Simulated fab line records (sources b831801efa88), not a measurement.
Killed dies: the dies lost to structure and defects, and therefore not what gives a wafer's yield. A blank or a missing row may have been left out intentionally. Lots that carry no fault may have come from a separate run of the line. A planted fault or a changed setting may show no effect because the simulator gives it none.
Chamber matching | flow gf180mcu | GF_V4_CVD_00 on hdpcvd-01 has 3 sister chambers
The step deposits SiO2, target thk 600 nm, time 100 s. 3 wafers are shown with their chamber, then 8 later ones without.

## WAFERS PAIRED WITH THEIR CHAMBERS
wafer  | chamber | sih4 flow sccm (sccm)
L306.1 | 2       | 59.94
L306.3 | 1       | 60.07
L309.3 | 0       | 60.17

## WAFERS MISSING THEIR CHAMBER
wafer  | sih4 flow sccm (sccm)
L309.4 | 59.88
L309.6 | 60.03
L313.1 | 60.07
L313.3 | 60.28
L313.4 | 60.06
L318.5 | 59.99
L319.3 | 60.13
L319.4 | 59.91

## WHICH CHAMBER EACH ONE RAN IN
wafer  | from the rows above          | in truth
L309.4 | 2                            | 2
L309.6 | can't be placed: 1 or 2 or 0 | 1
L313.1 | can't be placed: 1 or 0      | 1
L313.3 | can't be placed: 0 or 1      | 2
L313.4 | can't be placed: 1 or 0      | 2
L318.5 | can't be placed: 2 or 1      | 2
L319.3 | can't be placed: 0 or 1      | 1
L319.4 | 2                            | 2
Correct placement for 2 of the 8. Not placeable from these rows: 6 (in 4, the candidates include the true chamber). Number placed wrongly: 0.
How it was worked out, from the rows above alone: a wafer's distance from a chamber is the root of the sum, over the readings, of the square of ((its reading less the chamber's mean) divided by the reading's scatter). If the next closest chamber is less than 2 further off than the closest, the wafer can't be placed; otherwise it belongs to the closest. A chamber's mean is the mean of its shown wafers. The scatter (one wafer shown for each chamber): square how far every hidden wafer sits from the nearest shown wafer, average those squares and take the square root.
